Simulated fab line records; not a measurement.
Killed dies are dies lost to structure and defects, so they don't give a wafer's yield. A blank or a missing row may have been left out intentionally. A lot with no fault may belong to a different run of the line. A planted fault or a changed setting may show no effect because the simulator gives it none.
fab line records | flow gf180mcu
record: lots: 5 wafers: 27
route steps=602 shown TOP_METAL@567
startH: start of the lot's first displayed wafer, in hours after the record's first day | waitH: time in hours since the lot's previous step | " as in the row above | L1.1+2: several wafers, shown together as one row | - value missing, or start not given | * or withheld: withheld | < > ~ a bound
route shown NAME@n: names a module that has steps shown in the file, with the first one's number in the route | usual: mean/standard deviation taken from wafers without a fault | same: alike in all rows | chamber/n: place in a boat | sites: readings site by site | _std_site: standard deviation across them | _edge_site: outer sites' mean less inner sites' | radiusMm: for every site, how far away it sits from the centre of the wafer | mask NAME#n: copy n | behind: the most recent tool/chamber to have shaped the wafer | hold: why the lot was held/for how many hours/how that ended | device: transistor that didn't switch, given as n, p or np | end of line: tests run on the same wafers once the route is complete | where a step has no rows: the recipe by itself | killed: the dies lost at the first sort to structure and to defects; this is not the yield of the wafer | map: shows each die of a wafer: x if killed, . if not, _ if none is there
set.NAME: setting as actually run; set.NAME@STEP: the setting as run at that earlier step | model.NAME: the simulator's own value behind a step, which no gauge read
lots with deliberately changed settings; one table per step, one row per wafer
== steps ==
step: GF_TOP_METAL_SPUTTER_00
recipe: material: Ti targetThkNm: 37.5 arrivingIonEnergyEv: 80 substrateTempC: 200 chamberPressurePa: 2 powerW: 4000 timeS: 150
columns lot.wafer tool chamber startH waitH set.timeS model.Ti_of_TOP_METAL_SPUTTER_00.thkNm
L077.1 pvdSputter-03 - 656.55 0.1 208 52.01
L077.2 " - " " 208 51.97
L077.3+4 " - " " 150 37.54
L077.5 " - " " 150 37.39
L077.6 " - " " 208 51.76
L076.1 pvdSputter-04 - 657.57 0.2 150 37.01
L076.2 " - " " 150 36.89
L076.3 " - " " 150 37.33
L076.4 " - " " 150 37.53
L076.5 " - " " 150 37.23
L076.6 " - " " 150 36.91
L081.1 pvdSputter-03 - 687.31 0.1 183.6 46.77
L081.2 " - " " 183.6 46.51
L081.3 " - " " 150 38.08
L081.4 " - " " 183.6 46.46
L081.5 " - " " 150 37.97
L081.6 " - " " 150 37.98
L080.1+4 pvdSputter-04 - 692.95 0.2 150 37.46
L080.3 " - " " 150 36.83
L084.1 pvdSputter-03 - 706.64 0.1 204.9 51.23
L084.2 " - " " 204.9 51.51
L084.3 " - " " 204.9 51.48
L084.4 " - " " 150 37.51
L084.5 " - " " 150 37.65
L084.6 " - " " 150 37.52
== key ==
split: step: GF_TOP_METAL_SPUTTER_00 setting: timeS stated: 150 by: wafer
response: step: GF_TOP_METAL_SPUTTER_00 reading: model.Ti_of_TOP_METAL_SPUTTER_00.thkNm change: +0.377 per: 1% r: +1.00
